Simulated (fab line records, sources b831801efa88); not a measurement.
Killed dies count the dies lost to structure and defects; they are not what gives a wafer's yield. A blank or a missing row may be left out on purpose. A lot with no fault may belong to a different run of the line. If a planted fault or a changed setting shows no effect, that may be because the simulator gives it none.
A lot that was struck, set against a sound lot || flow sky130 || 43 steps out of a route of 708
Sound: these wafers, L474.1, L474.5, L474.6. Struck: wafers L477.1, L477.3, L477.4. At the end, the cause is stated.
At each step with rows: each side's tool, then ch and its chambers, then its first start. Under that, the readings that differ: sound wafers || struck wafers || difference of the means || sigmas: that difference in standard deviations of wafers without a fault.
alike: same words and numbers on both sides, and readings whose means sit less than 2 such deviations apart. not compared: any withheld reading, any reading some wafer has no value for, any bound like >300 that may hide the same value, and any number with overlapping values for which the record gives no deviation.
Wherever a step has rows on one side only, a row that says differs or no value, or a row with sigmas, the two part there. Numbers that have no deviation but don't overlap get no sigmas and don't part them. A reading that every wafer of one side lacks parts them only if that side has two wafers or more.

SKY_POLY_CUT_ETCH_10: etches BARC in N2/H2, stops on SiO2, time 45.9 s, target depth 60 nm.
  sound on rie_diel-02 ch 1,3, day 26 13:16; struck on rie_diel-01 ch 0,1,3, day 27 10:41
  alike: drypump_motor_current_A, oes_product_au, throttle_valve_pct
  not compared: rf_hours_counter_h
SKY_POLY_CUT_ETCH_11: etches Si3N4 in CF4/CH2F2/Ar, stops on poly-Si, time 42.5 s, target depth 60 nm.
  sound on rie_diel-02 ch 1,3, day 26 13:19; struck on rie_diel-01 ch 0,1,3, day 27 10:43
  alike: drypump_motor_current_A, oes_product_au, throttle_valve_pct
  not compared: rf_hours_counter_h
SKY_POLY_CUT_STRIP_12: strips in O2/N2.
  sound on plasma_asher-03 ch 0,1, day 26 13:22; struck on plasma_asher-01 ch 0,1, day 27 10:46
  alike: drypump_motor_current_A, o2_flow_sccm, oes_product_au, strip_time_to_endpoint_s
  not compared: rf_hours_counter_h
then, 7 steps without rows for these wafers: SKY_SD_P_DEHYDRATE_00 (time 60 s); SKY_SD_P_HMDS_01 (prime time 60 s); SKY_SD_P_COAT_02 (resist thk 1140 nm); SKY_SD_P_SOFTBAKE_03 (time 62.42 s); SKY_SD_P_EXPOSE_04 (exposes mask PSDM, target cd 380 nm); SKY_SD_P_PEB_05; SKY_SD_P_DEVELOP_06 (develop time 60 s).
SKY_SD_P_CD_MEAS_07: target cd 380 nm.
  sound: cd_sem-01 at day 27 17:55; struck: cd_sem-02 at day 28 14:55
{"reading": "cd_nm (nm)", "sound": "384.8 382.2 383.2", "struck": "376.8 376.9 377.7", "difference": -6.3, "sigmas": -3}
SKY_SD_P_OVL_MEAS_08:
  sound: overlay-01 at day 27 18:02; struck: overlay-02 at day 28 15:02
  alike: SD_P_OVL
SKY_SD_P_IMPLANT_09:
  sound on implanter-04 ch 0, day 27 18:05; struck on implanter-04 ch 0, day 28 15:04
{"reading": "beam_energy_keV", "sound": "20.003 20.009 20.006", "struck": "19.315 19.312 19.305", "difference": -0.695, "sigmas": "-99 or more"}
{"reading": "model.implant.drp_nm (nm)", "sound": "9.746 9.746 9.746", "struck": "9.509 9.509 9.509", "difference": -0.237, "sigmas": ""}
SKY_SD_P_STRIP_10: strips in O2/N2.
  sound on plasma_asher-03 ch 0,1, day 27 18:14; struck on plasma_asher-02 ch 0,1, day 28 15:16
{"reading": "strip_time_to_endpoint_s (s)", "sound": "17.48 17.48 17.47", "struck": "17.37 17.36 17.38", "difference": -0.11, "sigmas": -3}
  alike: drypump_motor_current_A, o2_flow_sccm, oes_product_au
  not compared: rf_hours_counter_h
SKY_SD_P_TW_MEAS_11:
  sound: film_metro-01 at day 27 18:20; struck: film_metro-04 at day 28 15:22
  alike: SD_P_TW
then, 8 steps without rows for these wafers: SKY_RES_XHIGH_DEHYDRATE_00 (time 60 s); SKY_RES_XHIGH_HMDS_01 (prime time 60 s); SKY_RES_XHIGH_COAT_02 (resist thk 1140 nm); SKY_RES_XHIGH_SOFTBAKE_03 (time 60 s); SKY_RES_XHIGH_EXPOSE_04 (exposes mask URPM, target cd 1270 nm); SKY_RES_XHIGH_PEB_05; SKY_RES_XHIGH_DEVELOP_06 (develop time 60 s); SKY_RES_XHIGH_IMPLANT_07.
SKY_RES_XHIGH_STRIP_08: strips in O2/N2.
  sound on plasma_asher-02 ch 0,1, day 28 22:49; struck on plasma_asher-02 ch 0,1, day 29 20:11
  alike: drypump_motor_current_A, o2_flow_sccm, oes_product_au, strip_time_to_endpoint_s
  not compared: rf_hours_counter_h
SKY_RES_XHIGH_TW_MEAS_09:
  sound: film_metro-01 at day 28 22:55; struck: film_metro-01 at day 29 20:17
  alike: RES_XHIGH_TW
then, 7 steps without rows for these wafers: SKY_SD_N_DEHYDRATE_00 (time 60 s); SKY_SD_N_HMDS_01 (prime time 60 s); SKY_SD_N_COAT_02 (resist thk 1140 nm); SKY_SD_N_SOFTBAKE_03 (time 61.49 s); SKY_SD_N_EXPOSE_04 (exposes mask NSDM, target cd 380 nm); SKY_SD_N_PEB_05; SKY_SD_N_DEVELOP_06 (develop time 60 s).
SKY_SD_N_CD_MEAS_07: target cd 380 nm.
  sound: cd_sem-01 at day 30 02:55; struck: cd_sem-02 at day 31 00:35
{"reading": "cd_nm (nm)", "sound": "382.5 383.6 382.0", "struck": "377.2 377.6 374.9", "difference": -6.1, "sigmas": -3}
SKY_SD_N_OVL_MEAS_08:
  sound: overlay-02 at day 30 03:02; struck: overlay-01 at day 31 00:43
  alike: SD_N_OVL
then, 3 steps without rows for these wafers: SKY_SD_N_IMPLANT_09; SKY_SD_N_IMPLANT_10; SKY_SD_N_STRIP_11 (strips in O2/N2).
SKY_SD_N_TW_MEAS_12:
  sound: film_metro-01 at day 30 03:28; struck: film_metro-01 at day 31 01:08
  alike: SD_N_TW
then, 1 step without rows for these wafers: SKY_SD_N_CLEAN_13 (cleans in SC1/SC2, time 150 s).
SKY_SD_N_RTA_14: time 2 s.
  sound on rtp_anneal-02 ch 0, day 30 03:35; struck on rtp_anneal-01 ch 0, day 31 01:18
  alike: lamp_power_pct, wafer_temp_C_max
SKY_SD_N_RS_MEAS_16: measurement is done with a four-point probe.
  sound: film_metro-04 at day 30 03:46; struck: film_metro-02 at day 31 01:29
  alike: SD_N_RS
SKY_SD_N_RS_MEAS_17: measurement is done with a four-point probe.
  sound: film_metro-04 at day 30 03:53; struck: film_metro-02 at day 31 01:36
{"reading": "SD_P_RS (ohm/sq)", "sound": "147.3 147.1 146.9", "struck": "149.2 149.3 149.7", "difference": "+2.3", "sigmas": "+5"}
after that, 1 step had no rows for these wafers: SKY_PAD_OPEN_PROBE_99.

## WHERE THEY PART
First at SKY_SD_P_CD_MEAS_07; last, within this record, at SKY_SD_N_RS_MEAS_17.

WHY: the cause the simulator had injected
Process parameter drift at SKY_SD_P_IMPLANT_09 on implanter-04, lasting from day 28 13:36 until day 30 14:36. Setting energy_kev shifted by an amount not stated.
